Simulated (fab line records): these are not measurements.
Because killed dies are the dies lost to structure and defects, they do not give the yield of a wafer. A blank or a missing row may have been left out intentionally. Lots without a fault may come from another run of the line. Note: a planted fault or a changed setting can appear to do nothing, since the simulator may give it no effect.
What tool caused it? -- flow gf180mcu -- at 1 step of a route of 602, 6 lots with 18 wafers sampled

WHAT THE GAUGES READ, wafer by wafer
GF_V3_OVL_MEAS_15.
lot,measured,on,V3_OVL (nm)
L573,day 23 15:13,overlay-01,6 -5 3
L575,day 24 04:59,overlay-01,0 -1 -5
L578,day 25 02:23,overlay-01,-9 -8 -2
L582,day 26 04:36,overlay-02,-2 4 -1
L588,day 28 08:34,overlay-02,3 7 6
L590,day 29 04:11,overlay-02,4 2 3

WHICH TOOL RAN EACH LOT (tool, then ch and the chambers of the sampled wafers, then the start)
The record holds no process step before these readings.

THE ANSWER, worked out from the rows above alone
Rule: the lots themselves supply what counts as usual. The widest of any qualifying gaps counts: lots, ordered by their means at a reading, are off when they make up no more than a third of the lots, leave a main group of 4 or more, and stand apart from it by 3 or more times the standard deviation of that group's means. If all means in a main group match to the digits the tables above print for the reading, that group is not used. Also off: a lot with no number at a reading for which 4 or more lots have one. All remaining lots with rows at the step are treated as sound.
Nothing can be told from this: no lot is off at any reading shown.

WHAT WAS PUT IN BY THE SIMULATOR
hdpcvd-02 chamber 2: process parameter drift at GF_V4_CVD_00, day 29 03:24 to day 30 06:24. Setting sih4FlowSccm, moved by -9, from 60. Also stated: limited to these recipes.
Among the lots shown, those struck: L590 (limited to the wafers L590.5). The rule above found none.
